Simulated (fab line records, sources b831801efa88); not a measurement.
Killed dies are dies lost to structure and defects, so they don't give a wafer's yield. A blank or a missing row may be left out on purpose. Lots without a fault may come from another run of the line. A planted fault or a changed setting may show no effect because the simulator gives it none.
One fault seen from 2 desks | flow sky130 | each desk has only its own numbers; what lay behind them comes last

THE METROLOGY DESK
What the gauges read, lot by lot, whatever tool the lot ran on: means of the sampled wafers that have a number. A lot is out of limits, marked OUT, if its mean lies more than 4 standard deviations from the usual mean; the brackets give that distance.
Columns: A = cd_nm at SKY_CONTACT_CD_MEAS_14, usual 170.0 nm; B = CONTACT_OVL at SKY_CONTACT_OVL_MEAS_15, usual -4 nm
lot  | first seen here | A     | B
L440 | day 32 05:37    | 172.9 | 3
L444 | day 33 08:31    | 170.4 | -1
L446 | day 34 04:50    | 169.5 | -4
L450 | day 35 01:59    | 173.1 | -7
L459 | day 37 22:41    | 170.2 | -4
L462 | day 38 17:17    | 171.4 | -12
This desk's finding: nothing out of limits on any of the 6 lots.

THE TOOL OWNER'S DESK: pvd_sputter-01
The tool's own readings at SKY_CONTACT_SPUTTER_23 (material TiN, target thk 20 nm, time 80 s): means of the sampled wafers that have a number, for each lot that ran on this tool. A lot is out of limits, marked OUT, if its mean lies more than 4 standard deviations from the usual mean; the brackets give that distance.
Columns: A = throttle_valve_pct at SKY_CONTACT_SPUTTER_23, usual 29.5 %
lot  | first seen here | A
L440 | day 32 06:31    | 29.3
L446 | day 34 06:07    | 29.4
L450 | day 35 02:55    | 29.7
L459 | day 37 23:31    | 29.5
L462 | day 38 18:10    | 29.4
This desk's finding: nothing out of limits on any of the 5 lots.

PUT TOGETHER
The metrology desk saw nothing out of limits.
The tool owner's desk saw nothing out of limits.

WHAT THE SIMULATOR HAD PUT IN
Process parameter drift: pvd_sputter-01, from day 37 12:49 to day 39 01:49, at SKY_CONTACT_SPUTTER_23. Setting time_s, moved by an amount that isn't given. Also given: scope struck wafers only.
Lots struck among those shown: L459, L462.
